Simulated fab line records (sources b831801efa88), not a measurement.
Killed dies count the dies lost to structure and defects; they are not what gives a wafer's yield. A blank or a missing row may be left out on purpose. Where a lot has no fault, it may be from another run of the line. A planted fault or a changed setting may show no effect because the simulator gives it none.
Code-filled problem report in 8D (eight disciplines) form    flow gf180mcu    the parts of the form that need people (team, actions taken, sign-off) are left out

## 1. THE PROBLEM
Wafers free of any fault read 0.1605 ohm/sq (standard deviation 0.0025) for MIM_ALCU_RS at GF_MIM_RS_MEAS_10, against a mean of 0.1872 ohm/sq on 3 wafers of 2 lots. That puts it +11 standard deviations away from the usual mean.
The step: measures by four-point-probe.
First seen on wafer L860.4, day 30 14:14, on film metro-01. The record has a number at this step for 30 wafers belonging to 10 lots. The rule behind "out" and "out of limits": a value lying over 4 standard deviations away from the usual mean. The rest of the wafers with a number are treated as sound.

## 2. WHAT IT IS; WHAT IT IS NOT
question                     is                      is not
which readings at this step  MIM_ALCU_RS             -
which lots                   L860, L863              L840, L841, L842, L843, L844, L850, L854, L858
which wafers of those lots   L860.4, L863.4, L863.5  L860.1, L860.2, L863.2
read on which gauges         film metro-01           film metro-03, film metro-04
when                         from day 30 14:14       up to then (26 sound wafers); but 1 sound wafer of L863 came after

## 3. THE SUSPECTS, EACH WITH WHAT RULES IT OUT
Counting: if a tool at a process step up to the reading ran every lot that is out, it stays a suspect. Sound lots after the first of them don't rule it out here, since some wafers of a struck lot are sound.
- the gauge at GF_MIM_RS_MEAS_10 is ruled out. All the wafers that are out were read on film metro-01, but those of them that GF_MIM_METAL_ETCH_19 has rows for are out there too, on other tools.
- pvd sputter-04 at GF_MIM_SPUTTER_08 (material AlCu, target thk 200 nm, time 10.6 s): kept. Every lot that is out went through it, the first being L860 (day 30 14:11); the last sound lot it ran before that was L854 (day 28 23:04).
- pvd sputter-04 at GF_MIM_SPUTTER_09 (material TiN, target thk 35 nm, time 29.2 s): kept. Every lot that is out went through it, the first being L860 (day 30 14:12); the last sound lot it ran before that was L854 (day 28 23:05).
After counting, pvd sputter-04 at GF_MIM_SPUTTER_08 and pvd sputter-04 at GF_MIM_SPUTTER_09 remain.

## 4. THE CAUSE (what the simulator had put in)
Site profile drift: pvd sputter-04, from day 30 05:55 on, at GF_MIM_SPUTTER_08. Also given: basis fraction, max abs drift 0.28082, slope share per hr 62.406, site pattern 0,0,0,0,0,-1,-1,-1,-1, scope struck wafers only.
Counting leaves 2 suspects; this tool is one of them.

## 5. THE EFFECT CHAIN, in route order
Rows list readings where the struck wafers' mean (over those with a number) sits beyond 3 standard deviations from the usual. Scope: only readings with a usual standard deviation given in the record; hours: median across lots of the time from each lot's start at the first step in this table that gives one to its start at this step; sigmas: change in usual standard deviations.
hours  step                  reading             usual          on struck wafers  change   sigmas
0      GF_MIM_RS_MEAS_10     MIM_ALCU_RS         0.1605 ohm/sq  0.1872            +0.0267  +11
0      GF_MIM_THK_MEAS_11    MIM_ALCU_THK        201 nm         179               -22      -7.0
17     GF_MIM_METAL_ETCH_19  oes product au      0.939 a.u.     0.896             -0.043   -5.8
17     GF_MIM_METAL_ETCH_19  throttle valve pct  28.284 %       28.333            +0.049   +4.5
Its process steps:
- GF_MIM_METAL_ETCH_19: etches the open film in Cl2/BCl3, stops on Si3N4, target depth 324.5 nm, time 54.1 s.

## 6. HOW IT WOULD HAVE BEEN CAUGHT EARLIER
The first out-of-limits reading at a measuring or inspecting step in this record came at day 30 14:14, 8 hours after the fault's start at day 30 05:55.
Of the tool readings at GF_MIM_SPUTTER_08 for which the record gives a usual standard deviation, none was out on any struck wafer, so an alarm limit of 4 standard deviations on them would not have fired.
Lots out: 2; of these, L863 started GF_MIM_SPUTTER_08 on pvd sputter-04 after day 30 14:14. Putting the tool on hold at that point would have spared it.
